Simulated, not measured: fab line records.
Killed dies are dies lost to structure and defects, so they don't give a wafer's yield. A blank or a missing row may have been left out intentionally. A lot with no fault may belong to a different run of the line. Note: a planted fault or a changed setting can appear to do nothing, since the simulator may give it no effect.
Code-filled problem report in 8D (eight disciplines) form	flow sky130	the parts of the form that need people (team, actions taken, sign-off) are left out

== 1. WHAT IS WRONG ==
Wafers without a fault read 3.0, standard deviation 1.7; killed_at_M4_up at SKY_PAD_OPEN_PROBE_99 reads a mean of 35.1 on 9 wafers belonging to 3 lots. Measured from the usual mean, that is +19 standard deviations.
The first sign was on wafer L497.2 at day 49 05:51, on prober-02. The record has a number at this step for 18 wafers belonging to 6 lots. The rule behind "out" and "out of limits": a value lying over 4 standard deviations away from the usual mean. The rest of the wafers with a number are treated as sound.

== 2. WHAT IT IS; WHAT IT IS NOT ==
question	is	is not
which readings at this step	killed_at_M4_up	killed_at_M0_to_M3, killed_at_contacts, killed_at_front_end, killed_open, killed_short
which lots	L497, L499, L500	L492, L495, L498
which wafers of those lots	all that have a number	-
read on which tools	prober-01, prober-02	-
when	from day 49 05:51	up to then (6 sound wafers); but 3 sound wafers of L498 came after

== 3. SUSPECTS, AND WHAT RULES EACH OUT ==
Counting: a tool at any process step up to the reading remains a suspect when it ran all the lots that are out and ran no sound lot after the first of those.
- wet_bench-04 at SKY_METAL5_CLEAN_19 (cleans in O3/DIW): kept. Every lot that is out went through it, starting with L497 (day 47 12:44), and after that it ran no sound lot; the last sound lot it ran before then is L495 (day 47 06:43).
Left after counting: wet_bench-04 at SKY_METAL5_CLEAN_19.

== 4. THE CAUSE (what the simulator had put in) ==
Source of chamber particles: wet_bench-04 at SKY_METAL5_CLEAN_19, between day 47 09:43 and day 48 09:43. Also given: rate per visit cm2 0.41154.
The count eliminated every tool but this one.

== 5. SEQUENCE OF EFFECTS, ordered by route ==
One row per reading whose mean, taken over the struck wafers that have a number, lies over 3 standard deviations from the usual. Only readings whose record carries a usual standard deviation are examined. hours: median over the lots of the time between each lot's start at the first step of this table that gives one and its start at this step. sigmas: the change, counted in usual standard deviations.
hours	step	reading	usual	on struck wafers	change	sigmas
0	SKY_PAD_OPEN_PROBE_99	killed_at_M4_up	3.0	35.1	+32.1	+19
It contains these process steps:
- SKY_PAD_OPEN_PROBE_99

== 6. WHAT WOULD HAVE CAUGHT IT SOONER ==
In this record the first reading out of limits was taken at day 49 05:51, 44 hours after the fault began at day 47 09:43.
Each of the lots that are out, 3 in all, had begun SKY_METAL5_CLEAN_19 on wet_bench-04 no later than day 49 05:51. Had the tool been put on hold then, not one of them would have been saved.
